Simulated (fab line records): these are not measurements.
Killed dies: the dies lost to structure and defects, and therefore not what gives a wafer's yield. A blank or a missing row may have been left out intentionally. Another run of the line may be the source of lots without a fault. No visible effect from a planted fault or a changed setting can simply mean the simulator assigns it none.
fab line records	flow sky130
[record] lots = 11	wafers = 33	last-day = 50
route steps=708 shown NWELL@64 SONOS_ONO@183 POLY_GATE@228 RES_XHIGH@340
lots that met no fault: from a run of the same line without faults
start-h: the number of hours between the record's first day and the start of the first shown wafer of the lot	wait-h: hours elapsed since this lot's preceding step	" the same as in the row above	L1.1+2: a single row standing in for several wafers	- value missing, or start not given	* or withheld: withheld	< > ~ a bound
route shown NAME@n: a module of which the file shows steps, and the number in the route of the first	usual: average and standard deviation across the fault-free wafers	same: alike in all rows	chamber/n: place in a boat	sites: per-site readings	_std_site: standard deviation of those values	_edge_site: the outer-site mean with the inner-site mean subtracted	radius-mm: for every site, how far away it sits from the centre of the wafer	mask NAME#n: copy n	behind: the last tool/chamber to shape the wafer	hold: what put the lot on hold/how long, in hours/how the hold closed	device: the transistor (n, p or np) that didn't switch	end of line: the same wafers' tests at the end of the route	a step without rows: its recipe alone	killed: dies that structure and defects cost at the first sort, which is not the same as the wafer's yield	map: dies across one wafer; x = killed, . = not, _ = none there
set.NAME: the setting that was run; set.NAME@STEP: the one run at that earlier step	model.NAME: the simulator's own value behind a step, which no gauge read
the route's steps for a sample of lots (tables are steps, rows are wafers)
services: the hour from which a tool's chamber was out of use, counted from the record's first day as start-h (under 0 if before that day), plus the number of hours and why
[[steps]]
[step SKY_NWELL_IMPLANT_11]
[recipe] species = P	energy-kev = 400	dose-cm2 = 1.9e+13	tilt-deg = withheld
[usual] dose-ions-cm2 = 1.8999e+13/2.1e+10	faraday-current-uA = 106.7/1.8
lot.wafer	tool	chamber	start-h	wait-h	dose-ions-cm2	faraday-current-uA
L534.2	implanter-04	0	85.51	0.0	1.8993e+13	104.5
L534.5	"	0	"	"	1.9039e+13	106.1
L534.6	"	0	"	"	1.9051e+13	107.5
L535.2	implanter-03	0	89.72	0.0	1.8964e+13	107.2
L535.3	"	0	"	"	1.9003e+13	107.4
L535.4	"	0	"	"	1.8993e+13	108.8
L538.2	implanter-03	0	109.26	0.0	1.8955e+13	108.2
L538.3	"	0	"	"	1.9005e+13	109.5
L538.5	"	0	"	"	1.898e+13	109.1
L539.2	implanter-04	0	111.57	0.0	1.898e+13	105.5
L539.5	"	0	"	"	1.9004e+13	108.1
L539.6	"	0	"	"	1.8985e+13	104.9
L543.1	implanter-02	0	135.08	0.0	1.897e+13	107.0
L543.3	"	0	"	"	1.9003e+13	104.5
L543.5	"	0	"	"	1.8977e+13	104.1
L547.3	implanter-02	0	163.50	0.1	1.9042e+13	104.8
L547.4	"	0	"	"	1.9039e+13	106.7
L547.5	"	0	"	"	1.8999e+13	107.8
L548.1	implanter-04	0	168.60	0.0	1.8999e+13	108.7
L548.2	"	0	"	"	1.9021e+13	107.2
L548.5	"	0	"	"	1.9025e+13	103.8
L549.2	implanter-02	0	171.62	0.0	1.7946e+13	103.5
L549.4	"	0	"	"	1.8001e+13	101.6
L549.6	"	0	"	"	1.7982e+13	102.3
L550.1	implanter-02	0	178.55	0.0	1.7991e+13	102.0
L550.2	"	0	"	"	1.796e+13	100.2
L550.4	"	0	"	"	1.7974e+13	103.3
L556.2	implanter-04	0	215.37	0.0	1.9012e+13	105.0
L556.4	"	0	"	"	1.9036e+13	108.5
L556.5	"	0	"	"	1.9005e+13	105.0
L557.1	implanter-04	0	223.10	0.0	1.901e+13	108.1
L557.5	"	0	"	"	1.8994e+13	106.2
L557.6	"	0	"	"	1.8997e+13	103.1
[step SKY_NWELL_TW_MEAS_15]
[usual] NWELL_TW = 1812/7.3
lot.wafer	tool	chamber	start-h	wait-h	NWELL_TW
L534.2	film-metro-01	-	86.04	0.1	1805
L534.5	"	-	"	"	1815
L534.6	"	-	"	"	1817
L535.2	film-metro-03	-	90.26	0.1	1805
L535.3	"	-	"	"	1805
L535.4	"	-	"	"	1803
L538.2	film-metro-01	-	109.79	0.1	1824
L538.3	"	-	"	"	1824
L538.5	"	-	"	"	1817
L539.2	film-metro-03	-	112.11	0.1	1805
L539.5	"	-	"	"	1801
L539.6	"	-	"	"	1821
L543.1	film-metro-03	-	135.63	0.1	1805
L543.3	"	-	"	"	1811
L543.5	"	-	"	"	1809
L547.3	film-metro-03	-	164.02	0.1	1799
L547.4	"	-	"	"	1801
L547.5	"	-	"	"	1795
L548.1	film-metro-04	-	169.15	0.1	1807
L548.2	"	-	"	"	1823
L548.5	"	-	"	"	1815
L549.2	film-metro-03	-	172.16	0.1	1777
L549.4	"	-	"	"	1786
L549.6	"	-	"	"	1778
L550.1	film-metro-03	-	179.10	0.1	1786
L550.2	"	-	"	"	1775
L550.4	"	-	"	"	1779
L556.2	film-metro-04	-	215.91	0.1	1803
L556.4	"	-	"	"	1806
L556.5	"	-	"	"	1802
L557.1	film-metro-03	-	223.65	0.1	1818
L557.5	"	-	"	"	1822
L557.6	"	-	"	"	1822
[step SKY_NWELL_RS_MEAS_29]
[recipe] thk-meas-gauge = four-point-probe
[usual] NWELL_RS = 624.9/1.7
lot.wafer	tool	chamber	start-h	wait-h	NWELL_RS[ohm/sq]
L534.2	film-metro-01	-	103.73	0.1	625.3
L534.5	"	-	"	"	622.5
L534.6	"	-	"	"	622.3
L535.2	film-metro-04	-	107.81	0.1	624.3
L535.3	"	-	"	"	627.3
L535.4	"	-	"	"	626.8
L538.2	film-metro-04	-	127.93	0.1	625.8
L538.3	"	-	"	"	624.0
L538.5	"	-	"	"	626.5
L539.2	film-metro-04	-	131.31	0.1	624.8
L539.5	"	-	"	"	626.3
L539.6	"	-	"	"	623.8
L543.1	film-metro-04	-	155.20	0.1	624.9
L543.3	"	-	"	"	626.0
L543.5	"	-	"	"	626.9
L547.3	film-metro-04	-	185.38	0.1	627.0
L547.4	"	-	"	"	626.8
L547.5	"	-	"	"	626.4
L548.1	film-metro-03	-	190.60	0.1	627.0
L548.2	"	-	"	"	626.0
L548.5	"	-	"	"	625.9
L549.2	film-metro-04	-	193.66	0.1	643.9
L549.4	"	-	"	"	645.7
L549.6	"	-	"	"	643.9
L550.1	film-metro-03	-	200.39	0.1	643.7
L550.2	"	-	"	"	643.8
L550.4	"	-	"	"	646.1
L556.2	film-metro-04	-	239.38	0.1	625.4
L556.4	"	-	"	"	625.2
L556.5	"	-	"	"	628.4
L557.1	film-metro-01	-	247.16	0.1	625.6
L557.5	"	-	"	"	626.2
L557.6	"	-	"	"	626.6
[step SKY_SONOS_ONO_ETCH_15]
[recipe] target-depth-nm = 19.52	chemistry = CHF3/O2	source-w = 600	bias-w = 200	pressure-mtorr = 40	chf3-flow-sccm = 50	O2_flow_sccm = 5	time-s = 7.8
[usual] chf3-flow-sccm = 49.99/0.14	drypump-motor-current-A = 5.5/0.57	oes-product-au = 1.001/0.0086	throttle-valve-pct = 8.825/0.0093
lot.wafer	tool	chamber	start-h	wait-h	chf3-flow-sccm	drypump-motor-current-A	oes-product-au	rf-hours-counter-h	throttle-valve-pct
L534.2	rie-diel-03	3	278.00	0.0	50.08	4.9	0.987	65	8.802
L534.5	"	1	"	"	49.98	5.4	1.011	-	8.841
L534.6	"	0	"	"	49.95	4.9	1.004	-	8.827
L535.2	rie-diel-01	1	288.43	0.0	49.87	5.6	1.008	77	8.838
L535.3	"	3	"	"	50.16	5.2	1.003	60	8.815
L535.4	"	2	"	"	49.95	4.9	1.002	0	8.816
L538.2	rie-diel-03	1	310.58	0.0	50.02	5.4	1.014	71	8.830
L538.3	"	3	"	"	49.76	4.9	0.995	66	8.831
L538.5	"	2	"	"	49.92	6.7	1.013	-	8.838
L539.2	rie-diel-03	2	316.37	0.0	50.05	6.7	0.998	2	8.827
L539.5	"	2	"	"	49.88	6.7	0.993	-	8.830
L539.6	"	1	"	"	50.06	5.4	1.018	-	8.822
L543.1	rie-diel-01	2	348.22	0.0	50.18	4.9	1.003	1	8.823
L543.3	"	0	"	"	49.96	5.9	1.015	6	8.824
L543.5	"	1	"	"	50.20	5.6	0.997	-	8.803
L547.3	rie-diel-01	2	389.08	0.0	49.92	4.9	1.000	2	8.827
L547.4	"	3	"	"	50.05	5.2	1.001	62	8.823
L547.5	"	0	"	"	50.04	5.9	1.021	-	8.823
L548.1	rie-diel-03	2	393.97	0.0	50.12	6.8	0.999	3	8.830
L548.2	"	0	"	"	50.06	4.9	0.996	94	8.822
L548.5	"	3	"	"	50.30	4.9	0.988	-	8.823
L549.2	rie-diel-02	1	399.22	0.0	49.86	5.2	1.006	97	8.817
L549.4	"	0	"	"	49.94	6.1	0.992	13	8.826
L549.6	"	1	"	"	49.92	5.2	0.992	-	8.833
L550.1	rie-diel-02	3	408.35	0.0	50.20	6.2	0.992	25	8.813
L550.2	"	2	"	"	49.97	5.4	1.002	23	8.834
L550.4	"	1	"	"	50.07	5.2	0.981	97	8.826
L556.2	rie-diel-02	1	462.93	0.0	49.68	5.2	0.999	98	8.830
L556.4	"	2	"	"	50.03	5.4	1.009	24	8.809
L556.5	"	0	"	"	50.04	6.1	0.994	-	8.822
L557.1	rie-diel-03	2	470.75	0.0	49.99	6.7	1.007	5	8.822
L557.5	"	3	"	"	49.85	4.9	0.998	-	8.836
L557.6	"	2	"	"	49.99	6.7	1.008	-	8.822
[step SKY_POLY_GATE_OVL_MEAS_14]
[usual] POLY_GATE_OVL = 1/5
lot.wafer	tool	chamber	start-h	wait-h	POLY_GATE_OVL[nm]
L534.2	overlay-01	-	372.90	0.1	-7
L534.5	"	-	"	"	7
L534.6	"	-	"	"	-9
L535.2	overlay-02	-	384.49	0.1	9
L535.3	"	-	"	"	-1
L535.4	"	-	"	"	-1
L538.2	overlay-01	-	404.80	0.1	4
L538.3	"	-	"	"	13
L538.5	"	-	"	"	1
L539.2	overlay-01	-	408.74	0.1	0
L539.5	"	-	"	"	1
L539.6	"	-	"	"	-4
L543.1	overlay-02	-	442.60	0.1	-3
L543.3	"	-	"	"	-7
L543.5	"	-	"	"	-7
L547.3	overlay-02	-	485.96	0.1	-2
L547.4	"	-	"	"	2
L547.5	"	-	"	"	-3
L548.1	overlay-01	-	493.30	0.1	5
L548.2	"	-	"	"	8
L548.5	"	-	"	"	3
L549.2	overlay-02	-	498.94	0.1	10
L549.4	"	-	"	"	12
L549.6	"	-	"	"	2
L550.1	overlay-01	-	507.79	0.1	9
L550.2	"	-	"	"	10
L550.4	"	-	"	"	12
L556.2	overlay-02	-	562.00	0.1	12
L556.4	"	-	"	"	9
L556.5	"	-	"	"	6
L557.1	overlay-01	-	568.68	0.1	0
L557.5	"	-	"	"	2
L557.6	"	-	"	"	3
[step SKY_RES_XHIGH_STRIP_08]
[recipe] chemistry = O2/N2	power-w = 1400	pressure-mtorr = 1500	platen-temp-c = withheld	o2-flow-sccm = 3000	n2-flow-sccm = 300	overash-fraction = 0.5
[usual] drypump-motor-current-A = 5.53/0.21	oes-product-au = 0.711/0.005	strip-time-to-endpoint-s = 14.27/0.041
lot.wafer	tool	chamber	start-h	wait-h	drypump-motor-current-A	oes-product-au	rf-hours-counter-h	strip-time-to-endpoint-s
L534.2	plasma-asher-04	1	621.86	0.1	5.25	0.709	93	14.28
L534.5	"	0	"	"	5.75	0.709	-	14.28
L534.6	"	1	"	"	5.23	0.706	-	14.27
L535.2	plasma-asher-04	1	630.51	0.1	5.25	0.706	94	14.24
L535.3	"	1	"	"	5.25	0.716	-	14.27
L535.4	"	0	"	"	5.73	0.716	-	14.24
L538.2	plasma-asher-01	1	651.72	0.1	6.05	0.711	19	14.24
L538.3	"	0	"	"	5.53	0.702	-	14.24
L538.5	"	1	"	"	6.06	0.713	-	14.21
L539.2	plasma-asher-02	0	654.51	0.1	5.43	0.710	53	14.27
L539.5	"	1	"	"	5.57	0.714	-	14.25
L539.6	"	0	"	"	5.43	0.706	-	14.25
L543.1	plasma-asher-01	0	685.61	0.1	5.54	0.711	22	14.36
L543.3	"	1	"	"	6.07	0.706	-	14.35
L543.5	"	1	"	"	6.02	0.711	-	14.36
L547.3	plasma-asher-01	0	726.09	0.1	5.55	0.702	-	14.25
L547.4	"	1	"	"	5.97	0.711	-	14.20
L547.5	"	1	"	"	5.96	0.715	-	14.23
L548.1	plasma-asher-04	0	730.87	0.1	5.75	0.708	103	14.32
L548.2	"	1	"	"	5.26	0.708	103	14.27
L548.5	"	0	"	"	5.77	0.699	-	14.33
L549.2	plasma-asher-02	0	736.61	0.1	5.43	0.717	62	14.25
L549.4	"	0	"	"	5.43	0.703	-	14.27
L549.6	"	1	"	"	5.57	0.705	-	14.28
L550.1	plasma-asher-04	0	744.16	0.1	5.78	0.718	0	14.27
L550.2	"	1	"	"	5.28	0.711	0	14.24
L550.4	"	1	"	"	5.27	0.709	-	14.30
L556.2	plasma-asher-02	1	791.86	0.1	5.56	0.701	66	14.31
L556.4	"	1	"	"	5.56	0.711	-	14.29
L556.5	"	1	"	"	5.58	0.720	-	14.25
L557.1	plasma-asher-02	1	799.91	0.1	5.56	0.707	67	14.31
L557.5	"	1	"	"	5.56	0.715	-	14.28
L557.6	"	0	"	"	5.44	0.712	-	14.27
[[services]]
tool	chamber	start-h	hours	kind
rie-diel-03	1	64.20	8.0	repair
plasma-asher-02	-	108.75	9.0	pm
implanter-04	-	115.29	1.3	repair
rie-diel-03	3	182.86	2.9	repair
rie-diel-03	-	232.08	0.3	repair
implanter-04	-	393.68	3.7	pm
rie-diel-03	3	401.52	14.9	repair
implanter-04	-	454.91	3.1	repair
rie-diel-03	-	467.15	2.8	pm
implanter-04	-	483.17	2.2	pm
implanter-04	-	534.47	2.9	repair
implanter-04	-	563.08	14.3	repair
rie-diel-03	2	594.60	4.8	repair
rie-diel-03	1	601.24	3.1	repair
implanter-04	-	606.32	0.9	repair
implanter-04	-	617.95	102.2	pm
rie-diel-03	0	648.01	2.4	repair
rie-diel-03	0	686.26	8.1	repair
rie-diel-03	3	704.79	4.6	repair
rie-diel-03	1	720.04	5.4	repair
implanter-04	-	745.02	2.7	repair
implanter-04	-	749.13	4.4	repair
rie-diel-03	2	761.24	8.2	repair
implanter-04	-	782.77	2.0	repair
[[key]]
[first-sign] step = SKY_NWELL_IMPLANT_11	reading = dose-ions-cm2	direction = down	sigmas = 49	usual = *	struck = *
[effect] step = SKY_NWELL_IMPLANT_11	reading = faraday-current-uA	direction = down	sigmas = 2.5	usual = 106.7	struck = 102.1
[effect] step = SKY_NWELL_TW_MEAS_15	reading = NWELL_TW	direction = down	sigmas = 4.3	usual = 1812	struck = 1780
[effect] step = SKY_NWELL_RS_MEAS_29	reading = NWELL_RS	direction = up	sigmas = 12	usual = 624.9	struck = 644.5
met-at SKY_NWELL_IMPLANT_11
struck-lots L549,L550
tester-left-out L549,L550
not-acting-at SKY_SONOS_ONO_ETCH_15,SKY_POLY_GATE_OVL_MEAS_14,SKY_RES_XHIGH_STRIP_08
onset-between 163.50 171.62
[fault] kind = process-parameter-drift	tool = implanter-02	chamber = -	onset-h = 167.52	steps = SKY_NWELL_IMPLANT_11	channel = dose-cm2	offset = *	shape = step	end-h = 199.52	acts-in = *	stated = *
// tester-left-out: of these lots the tester's yield and bins aren't shown, on N5 and GAA mostly nor the transistor test; their killed dies are dies lost to structure and defects alone, not to doping, threshold or leakage, so they don't give the yield
